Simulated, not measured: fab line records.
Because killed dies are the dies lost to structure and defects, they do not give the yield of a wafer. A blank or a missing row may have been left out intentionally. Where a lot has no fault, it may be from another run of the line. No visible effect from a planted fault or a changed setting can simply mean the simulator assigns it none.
2 desks, one fault / flow gf180mcu / each desk has only its own numbers; what lay behind them comes last

## METROLOGY DESK
What the gauges read for every lot (on any tool): the sampled wafers with a number, averaged. Marked OUT: a lot whose mean sits more than 4 standard deviations from the usual mean, which makes it out of limits; the brackets give that distance.
Columns: A = VT_IMPLANT_OVL at GF_VT_IMPLANT_OVL_MEAS_07, usual 0.6 nm; B = HV_LDD_02_OVL at GF_HV_LDD_OVL_MEAS_32, usual -0.8 nm; C = cd-nm at GF_PSD_CD_MEAS_07, usual 399.9 nm
lot=L538; first seen here=day 5 13:05; A=-1.4; B=-3.1; C=400.1
lot=L539; first seen here=day 5 17:42; A=0.9; B=-1.7; C=400.4
lot=L541; first seen here=day 6 07:37; A=2.5; B=-0.1; C=398.2
lot=L543; first seen here=day 6 20:43; A=-0.1; B=-2.2; C=397.8
lot=L548; first seen here=day 8 08:32; A=2.0; B=1.6; C=399.1
lot=L549; first seen here=day 8 20:08; A=-0.1; B=1.1; C=400.7
lot=L550; first seen here=day 9 04:17; A=0.6; B=-0.8; C=401.3
lot=L551; first seen here=day 9 05:10; A=0.6; B=1.1; C=402.5
lot=L555; first seen here=day 10 07:16; A=1.0; B=-2.3; C=404.7
lot=L556; first seen here=day 10 09:17; A=0.8; B=1.1; C=400.3
lot=L558; first seen here=day 10 18:16; A=0.3; B=-0.6; C=397.0
lot=L559; first seen here=day 10 21:18; A=0.1; B=-2.5; C=402.4
lot=L560; first seen here=day 11 04:57; A=1.3; B=-0.6; C=396.2
lot=L561; first seen here=day 11 11:52; A=-0.1; B=-2.1; C=398.6
This desk's finding: nothing out of limits on any of the 14 lots.

## FOR THE TOOL OWNER'S DESK: rie-si-02
The tool's own readings at GF_POLY_GATE_ETCH_13 (etches poly-Si in HBr/Cl2, stops on SiO2, target depth 198.5 nm, time 69.6 s): means of the sampled wafers that have a number, for each lot that ran on this tool. Marked OUT: a lot whose mean sits more than 4 standard deviations from the usual mean, which makes it out of limits; the brackets give that distance.
Columns: A = drypump-motor-current-A at GF_POLY_GATE_ETCH_13, usual 5.9 A; B = oes-product-au at GF_POLY_GATE_ETCH_13, usual 0.997 a.u.; C = throttle-valve-pct at GF_POLY_GATE_ETCH_13, usual 33.683 %
lot=L539; first seen here=day 9 07:51; A=6.5; B=0.991; C=33.678
lot=L543; first seen here=day 10 14:54; A=5.9; B=0.982; C=33.672
lot=L548; first seen here=day 12 07:21; A=5.8; B=1.003; C=33.686
lot=L549; first seen here=day 12 20:42; A=6.2; B=1.006; C=33.689
lot=L558; first seen here=day 15 03:01; A=5.7; B=0.991; C=33.698
lot=L559; first seen here=day 15 08:03; A=5.7; B=0.987; C=33.674
lot=L561; first seen here=day 16 01:15; A=6.5; B=0.989; C=33.682
This desk's finding: nothing out of limits on any of the 7 lots.

## TAKEN TOGETHER
At the metrology desk, nothing out of limits was observed.
The desk of the tool owner found nothing out of limits.

## WHAT HAD BEEN PUT IN BY THE SIMULATOR
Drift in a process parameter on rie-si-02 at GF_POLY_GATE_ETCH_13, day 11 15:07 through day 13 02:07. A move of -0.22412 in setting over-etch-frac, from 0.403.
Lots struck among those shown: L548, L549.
